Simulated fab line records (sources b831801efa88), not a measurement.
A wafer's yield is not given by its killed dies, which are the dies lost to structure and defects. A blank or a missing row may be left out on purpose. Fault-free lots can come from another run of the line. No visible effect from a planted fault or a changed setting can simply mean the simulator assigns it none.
Matching of chambers ; flow sky130 ; SKY_FIELD_ISO_ETCH_17 on rie si-02 has 4 sister chambers
The step etches Si in HBr/Cl2/O2, target depth 342 nm, time 97.7 s. 8 wafers are shown with their chamber, then 8 later ones without.

WAFERS, EACH WITH ITS CHAMBER
wafer;chamber;drypump motor current A (A);oes product au (a.u.)
L990.6;1;5.0;1.013
L994.1;2;5.7;0.990
L994.3;0;5.8;0.990
L994.5;3;5.6;0.983
L995.1;0;5.8;0.984
L995.4;2;5.7;0.996
L995.6;1;4.9;1.015
L999.1;3;5.6;1.004

WAFERS WITHOUT THEIR CHAMBER
wafer;drypump motor current A (A);oes product au (a.u.)
L999.2;5.8;1.002
L999.3;4.9;1.020
L106.3;4.9;1.019
L106.4;5.8;0.987
L106.5;5.6;0.990
L108.4;5.6;0.996
L108.5;5.8;0.999
L108.6;4.9;1.014

WHICH CHAMBER EACH ONE RAN IN
wafer;from the rows above;in truth
L999.2;can't be placed: 0 or 2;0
L999.3;1;1
L106.3;1;1
L106.4;0;0
L106.5;3;3
L108.4;3;3
L108.5;can't be placed: 0 or 2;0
L108.6;1;1
Correctly placed: 6 of 8. From these rows, 2 cannot be placed; in 2 the true chamber is one of the candidates. Number placed wrongly: 0.
How it was worked out, from the rows above alone: a wafer's distance from a chamber is the root of the sum, over the readings, of the square of ((its reading less the chamber's mean) divided by the reading's scatter). The wafer belongs to the nearest chamber; if the next one is less than 2 further off, it can't be placed. For every chamber, the mean is computed from those of its wafers that are shown. How the scatter is found: for the shown wafers, subtract from each reading the mean of its chamber, square and add these, divide the total by (wafers less chambers), then take the root.
